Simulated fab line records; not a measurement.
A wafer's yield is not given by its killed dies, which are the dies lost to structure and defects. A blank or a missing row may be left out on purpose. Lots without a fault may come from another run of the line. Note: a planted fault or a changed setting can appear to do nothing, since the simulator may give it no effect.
The same fault as seen by 2 desks    flow sky130    only its own numbers are on each desk; what lay behind them is given at the end

## FROM THE METROLOGY DESK
Lot by lot, what the gauges showed, no matter which tool ran the lot: averages of those sampled wafers that carry a number. The brackets show how far a lot's mean lies from the usual mean; more than 4 standard deviations puts the lot out of limits, marked OUT.
Columns: A = CAP2M_CVD_00_THK at SKY_CAP2M_THK_MEAS_01, usual 15.60 nm
lot   first seen here  A
L313  day 40 04:59     15.81
L312  day 40 06:14     15.42
L314  day 40 14:56     15.49
L319  day 42 09:54     15.47
L324  day 44 04:38     15.61
L325  day 44 16:44     15.65
L326  day 44 18:57     15.58
L328  day 45 00:33     15.65
L327  day 45 03:19     15.44
L332  day 45 14:17     15.59
L333  day 46 00:28     15.59
L335  day 46 06:50     15.64
Finding of this desk: none of the 12 lots has anything out of limits.

## FOR THE TOOL OWNER'S DESK: cmp-01
The tool's own readings at SKY_VIA3_CMP_02 (polishes SiO2): means of the sampled wafers that have a number, for each lot that ran on this tool. The brackets show how far a lot's mean lies from the usual mean; more than 4 standard deviations puts the lot out of limits, marked OUT.
Columns: A = motor current A at SKY_VIA3_CMP_02, usual 12.3 A
lot   first seen here  A
L313  day 39 02:34     12.3
L312  day 39 03:04     12.3
L314  day 39 12:05     12.2
L325  day 43 15:57     11.9
L326  day 43 18:07     12.2
L332  day 44 15:13     12.7
L333  day 45 01:26     12.7
Finding of this desk: none of the 7 lots has anything out of limits.

## TAKEN TOGETHER
Metrology desk: nothing out of limits seen.
The desk of the tool owner found nothing out of limits.

## WHAT WAS PUT IN BY THE SIMULATOR
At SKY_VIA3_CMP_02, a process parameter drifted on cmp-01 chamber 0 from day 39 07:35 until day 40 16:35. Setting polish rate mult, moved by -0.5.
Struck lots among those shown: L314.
